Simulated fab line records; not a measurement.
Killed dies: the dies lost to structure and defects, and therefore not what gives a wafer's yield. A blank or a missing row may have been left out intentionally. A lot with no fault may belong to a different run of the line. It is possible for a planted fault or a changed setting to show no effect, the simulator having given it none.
The same fault as seen by 2 desks ; flow sky130 ; numbers are kept per desk, each desk with only its own; the story behind them comes last

THE TOOL OWNER'S DESK: implanter-01
The tool's own readings at SKY_RES_XHIGH_IMPLANT_07, given as means over the sampled wafers that have a number, one for each lot that went through this tool. Any lot whose mean is over 4 standard deviations away from the usual mean is out of limits and marked OUT; that distance is given in the brackets.
Columns: A = beam-energy-keV at SKY_RES_XHIGH_IMPLANT_07, usual 19.999; B = beam-on-s at SKY_RES_XHIGH_IMPLANT_07, usual 40 s
lot;first seen here;A;B
L451;day 24 10:04;19.997;42
L453;day 24 12:46;20.007;42
L461;day 27 00:56;19.998;41
L464;day 27 18:31;19.998;42
L470;day 37 04:59;19.988;41
L473;day 37 14:17;19.992;42
This desk's finding: nothing out of limits on any of the 6 lots.

THE METROLOGY DESK
Lot by lot, what the gauges showed, no matter which tool ran the lot: averages of those sampled wafers that carry a number. Any lot whose mean is over 4 standard deviations away from the usual mean is out of limits and marked OUT; that distance is given in the brackets.
Columns: A = POLY_CUT_OVL at SKY_POLY_CUT_OVL_MEAS_09, usual -3 nm; B = cd-nm at SKY_SD_P_CD_MEAS_07, usual 379.9 nm; C = SD_P_OVL at SKY_SD_P_OVL_MEAS_08, usual -1.1 nm; D = RES_XHIGH_TW at SKY_RES_XHIGH_TW_MEAS_09, usual 1627; E = RES_XHIGH_RS at SKY_SD_N_RS_MEAS_18, usual 332.6 ohm/sq
lot;first seen here;A;B;C;D;E
L451;day 21 23:20;0;379.8;0.4;1632;331.2
L453;day 22 03:04;1;380.5;-1.5;1632;332.0
L454;day 22 16:56;-4;382.9;-0.0;1626;331.9
L456;day 23 05:13;-2;380.8;-1.5;30 (-99 or more) OUT;132.6 (-99 or more) OUT
L455;day 23 06:26;-6;379.2;-1.5;30 (-99 or more) OUT;132.6 (-99 or more) OUT
L458;day 24 06:04;-2;381.6;-1.8;1631;331.6
L461;day 24 14:58;-4;383.8;-2.1;1632;332.5
L464;day 25 11:06;-0;382.3;0.4;1627;331.8
L465;day 25 20:03;-5;379.5;-1.1;1628;333.3
L466;day 26 10:28;0;379.7;-1.4;1628;332.9
L470;day 35 00:16;3;377.3;-2.6;1614;333.3
L469;day 35 05:04;-4;377.5;-2.0;1631;334.2
L471;day 35 06:52;-5;371.2;-0.3;1630;332.5
L473;day 35 08:25;-2;375.5;2.0;1636;332.4
This desk's result: L455, L456 out of limits, first on L456 (RES_XHIGH_TW at SKY_RES_XHIGH_TW_MEAS_09), day 25 14:46. In limits: L451, L453, L454, L458, L461, L464, L465, L466, L470, L469, L471, L473.

BROUGHT TOGETHER
At day 25 14:46 the metrology desk could have sounded an alarm, on L455, L456.
The tool owner's desk saw nothing out of limits.
The tool owner's desk has no number on record for L455, L456.
Every lot named ran SKY_RES_XHIGH_IMPLANT_07 on implanter-01.

WHAT HAD BEEN PUT IN BY THE SIMULATOR
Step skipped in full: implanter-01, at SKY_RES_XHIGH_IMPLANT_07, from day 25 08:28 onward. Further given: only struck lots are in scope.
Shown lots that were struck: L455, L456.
Per desk, hours elapsed from the start of the fault to the first reading out of limits: for the metrology desk, 6.
